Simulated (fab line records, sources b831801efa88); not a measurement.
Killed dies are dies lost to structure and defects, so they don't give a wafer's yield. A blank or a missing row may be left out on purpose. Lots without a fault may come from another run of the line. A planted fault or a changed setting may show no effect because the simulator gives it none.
Chamber matching | flow gf180mcu | GF_V3_ETCH_16 on rie_diel-03: 3 sister chambers
The step etches BARC in N2/H2. 14 wafers are shown with their chamber, then 3 later ones without.

WAFERS WITH THEIR CHAMBER
wafer  | chamber | drypump_motor_current_A (A) | oes_product_au (a.u.) | throttle_valve_pct (%)
L803.3 | 1       | 5.4                         | 0.852                 | 13.225
L803.4 | 1       | 5.4                         | 0.860                 | 13.224
L803.5 | 3       | 5.6                         | 0.849                 | 13.223
L808.3 | 3       | 5.5                         | 0.853                 | 13.226
L808.4 | 2       | 5.7                         | 0.848                 | 13.243
L808.5 | 1       | 5.4                         | 0.856                 | 13.206
L811.1 | 1       | 5.4                         | 0.850                 | 13.223
L811.3 | 2       | 5.7                         | 0.857                 | 13.222
L811.4 | 3       | 5.6                         | 0.846                 | 13.232
L813.1 | 3       | 5.5                         | 0.857                 | 13.223
L813.3 | 2       | 5.7                         | 0.855                 | 13.226
L813.6 | 2       | 5.7                         | 0.861                 | 13.216
L819.2 | 1       | 5.4                         | 0.853                 | 13.228
L819.4 | 3       | 5.5                         | 0.848                 | 13.207

SIGNATURES (means of the wafers above)
reading                 | chamber 1 | chamber 2 | chamber 3 | scatter within a chamber
drypump_motor_current_A | 5.400     | 5.700     | 5.540     | 0.033
oes_product_au          | 0.85420   | 0.85525   | 0.85060   | 0.00454
throttle_valve_pct      | 13.22120  | 13.22675  | 13.22220  | 0.00976
Rule: a wafer's distance from a chamber is the root of the sum, over the readings, of the square of ((its reading less the chamber's mean) divided by the reading's scatter). The wafer belongs to the nearest chamber; if the next one is less than 2 further off, it can't be placed. The scatter: the root of (the sum of the squares of (reading less its chamber's mean) over the shown wafers, divided by (wafers less chambers)).

WAFERS WITHOUT THEIR CHAMBER
wafer  | drypump_motor_current_A (A) | oes_product_au (a.u.) | throttle_valve_pct (%)
L819.5 | 5.4                         | 0.861                 | 13.223
L821.3 | 5.4                         | 0.858                 | 13.236
L826.1 | 5.6                         | 0.851                 | 13.221

WHICH CHAMBER EACH WENT THROUGH
wafer  | from the rows above     | in truth
L819.5 | 1                       | 1
L821.3 | 1                       | 1
L826.1 | can't be placed: 3 or 2 | 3
Placed correctly: 2 of 3. Can't be placed from these rows: 1 (the true chamber is among the candidates in 1). Placed wrongly: 0.
